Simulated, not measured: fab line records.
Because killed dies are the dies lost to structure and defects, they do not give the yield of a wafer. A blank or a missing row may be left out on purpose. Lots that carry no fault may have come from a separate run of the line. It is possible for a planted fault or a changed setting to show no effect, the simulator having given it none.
Check for tools in common + flow sky130 + 45 wafers sampled across 15 lots

== WHY THIS WAS OPENED ==
Of 15 lots, 3 have the reading VT_ADJUST_HVTR_TW flagged at SKY_VT_ADJUST_HVTR_TW_MEAS_11. Wafers without a fault read 212, standard deviation 3.2.
Rule: flag the lot when none of its wafers has a number, or when each of its wafers that has one lies beyond 4 standard deviations from that mean. The other lots count as sound.

| lot  | measured     | on            | VT_ADJUST_HVTR_TW, wafer by wafer | flag    |
|------|--------------|---------------|-----------------------------------|---------|
| L395 | day 9 13:35  | film_metro-01 | 208 208 207                       |         |
| L396 | day 9 19:46  | film_metro-02 | 211 211 211                       |         |
| L397 | day 10 01:36 | film_metro-02 | 210 210 209                       |         |
| L398 | day 10 11:15 | film_metro-01 | 208 208 209                       |         |
| L402 | day 11 14:21 | film_metro-02 | 211 213 212                       |         |
| L403 | day 11 19:32 | film_metro-03 | 216 216 215                       |         |
| L405 | day 12 10:05 | film_metro-03 | 214 214 214                       |         |
| L408 | day 13 05:19 | film_metro-03 | 31 30 30                          | FLAGGED |
| L409 | day 13 22:29 | film_metro-03 | 31 30 31                          | FLAGGED |
| L410 | day 14 09:22 | film_metro-01 | 30 30 30                          | FLAGGED |
| L411 | day 14 10:38 | film_metro-03 | 215 216 216                       |         |
| L414 | day 15 04:47 | film_metro-03 | 215 214 214                       |         |
| L415 | day 15 17:42 | film_metro-02 | 210 210 210                       |         |
| L417 | day 16 06:06 | film_metro-03 | 217 216 217                       |         |
| L418 | day 16 09:55 | film_metro-03 | 216 216 216                       |         |
Average over the flagged lots: 30; offset from the usual -182, equal to -57 standard deviations.

== LOT BY LOT: THE TOOL USED ==
Before the reading, the record contains 3 process steps out of a 708-step route. Every cell lists first the tool, next ch and the chambers used by the sampled wafers, and last the start.
| lot  | flag    | SKY_FIELD_ISO_ETCH_14             | SKY_VT_ADJUST_NCORE_STRIP_10         | SKY_VT_ADJUST_HVTR_STRIP_10          |
|------|---------|-----------------------------------|--------------------------------------|--------------------------------------|
| L395 |         | rie_diel-04 ch 2,3, day 2 05:42   | plasma_asher-02 ch 0,1, day 8 16:03  | plasma_asher-04 ch 0,1, day 9 13:29  |
| L396 |         | rie_diel-03 ch 0,3, day 2 10:44   | plasma_asher-04 ch 0,1, day 8 22:10  | plasma_asher-01 ch 0,1, day 9 19:40  |
| L397 |         | rie_diel-01 ch 0,1,3, day 2 15:07 | plasma_asher-04 ch 0,1, day 9 02:42  | plasma_asher-01 ch 0,1, day 10 01:29 |
| L398 |         | rie_diel-03 ch 0,3, day 2 21:22   | plasma_asher-04 ch 0,1, day 9 12:27  | plasma_asher-04 ch 0,1, day 10 11:09 |
| L402 |         | rie_diel-01 ch 0,2, day 3 17:06   | plasma_asher-03 ch 0,1, day 10 14:48 | plasma_asher-04 ch 0,1, day 11 14:14 |
| L403 |         | rie_diel-03 ch 0,2,3, day 3 21:13 | plasma_asher-02 ch 0,1, day 10 20:33 | plasma_asher-04 ch 0,1, day 11 19:26 |
| L405 |         | rie_diel-04 ch 1,2, day 4 08:51   | plasma_asher-04 ch 0,1, day 11 10:06 | plasma_asher-01 ch 0,1, day 12 09:59 |
| L408 | FLAGGED | rie_diel-04 ch 0,1,2, day 4 23:55 | plasma_asher-02 ch 0,1, day 12 04:14 | plasma_asher-04 ch 0,1, day 13 05:13 |
| L409 | FLAGGED | rie_diel-03 ch 1,2,3, day 5 06:43 | plasma_asher-04 ch 0,1, day 12 20:59 | plasma_asher-04 ch 0,1, day 13 22:23 |
| L410 | FLAGGED | rie_diel-04 ch 1,2, day 5 11:55   | plasma_asher-02 ch 0,1, day 13 07:37 | plasma_asher-01 ch 0,1, day 14 09:16 |
| L411 |         | rie_diel-01 ch 0,1, day 5 16:35   | plasma_asher-04 ch 0,1, day 13 08:23 | plasma_asher-04 ch 0,1, day 14 10:32 |
| L414 |         | rie_diel-03 ch 0,1,3, day 6 09:13 | plasma_asher-02 ch 0,1, day 14 02:12 | plasma_asher-03 ch 0,1, day 15 04:41 |
| L415 |         | rie_diel-01 ch 1,2, day 6 15:37   | plasma_asher-04 ch 0,1, day 14 14:22 | plasma_asher-03 ch 0,1, day 15 17:36 |
| L417 |         | rie_diel-03 ch 1,3, day 6 23:55   | plasma_asher-03 ch 1, day 15 01:45   | plasma_asher-04 ch 1, day 16 05:59   |
| L418 |         | rie_diel-04 ch 1,2, day 7 04:21   | plasma_asher-04 ch 0,1, day 15 05:47 | plasma_asher-01 ch 0,1, day 16 09:49 |
What the steps here do:
- SKY_FIELD_ISO_ETCH_14: etches BARC in N2/H2, stops on SiO2, time 45.9 s, target depth 60 nm.
- SKY_VT_ADJUST_NCORE_STRIP_10: strips in O2/N2.
- SKY_VT_ADJUST_HVTR_STRIP_10: strips in O2/N2.
- SKY_VT_ADJUST_HVTR_TW_MEAS_11

== FLAGGED OVER TOTAL, TOOL BY TOOL (the gauges that took the reading come last) ==
| step                          | tool            | lots run | flagged | share of the flagged lots | sound lots run after its first flagged lot |
|-------------------------------|-----------------|----------|---------|---------------------------|--------------------------------------------|
| SKY_FIELD_ISO_ETCH_14         | rie_diel-01     | 4        | 0       | none                      | -                                          |
| SKY_FIELD_ISO_ETCH_14         | rie_diel-03     | 6        | 1       | some                      | 2 (L414,L417)                              |
| SKY_FIELD_ISO_ETCH_14         | rie_diel-04     | 5        | 2       | some                      | 1 (L418)                                   |
| SKY_VT_ADJUST_NCORE_STRIP_10  | plasma_asher-02 | 5        | 2       | some                      | 1 (L414)                                   |
| SKY_VT_ADJUST_NCORE_STRIP_10  | plasma_asher-03 | 2        | 0       | none                      | -                                          |
| SKY_VT_ADJUST_NCORE_STRIP_10  | plasma_asher-04 | 8        | 1       | some                      | 3 (L411,L415,L418)                         |
| SKY_VT_ADJUST_HVTR_STRIP_10   | plasma_asher-01 | 5        | 1       | some                      | 1 (L418)                                   |
| SKY_VT_ADJUST_HVTR_STRIP_10   | plasma_asher-03 | 2        | 0       | none                      | -                                          |
| SKY_VT_ADJUST_HVTR_STRIP_10   | plasma_asher-04 | 8        | 2       | some                      | 2 (L411,L417)                              |
| SKY_VT_ADJUST_HVTR_TW_MEAS_11 | film_metro-01   | 3        | 1       | some                      | 0                                          |
| SKY_VT_ADJUST_HVTR_TW_MEAS_11 | film_metro-02   | 4        | 0       | none                      | -                                          |
| SKY_VT_ADJUST_HVTR_TW_MEAS_11 | film_metro-03   | 8        | 2       | some                      | 4 (L411,L414,L417,L418)                    |

== WHAT THE TABLE PERMITS ==
No row of the table ran every flagged lot.

== WHAT HAD BEEN PUT IN BY THE SIMULATOR ==
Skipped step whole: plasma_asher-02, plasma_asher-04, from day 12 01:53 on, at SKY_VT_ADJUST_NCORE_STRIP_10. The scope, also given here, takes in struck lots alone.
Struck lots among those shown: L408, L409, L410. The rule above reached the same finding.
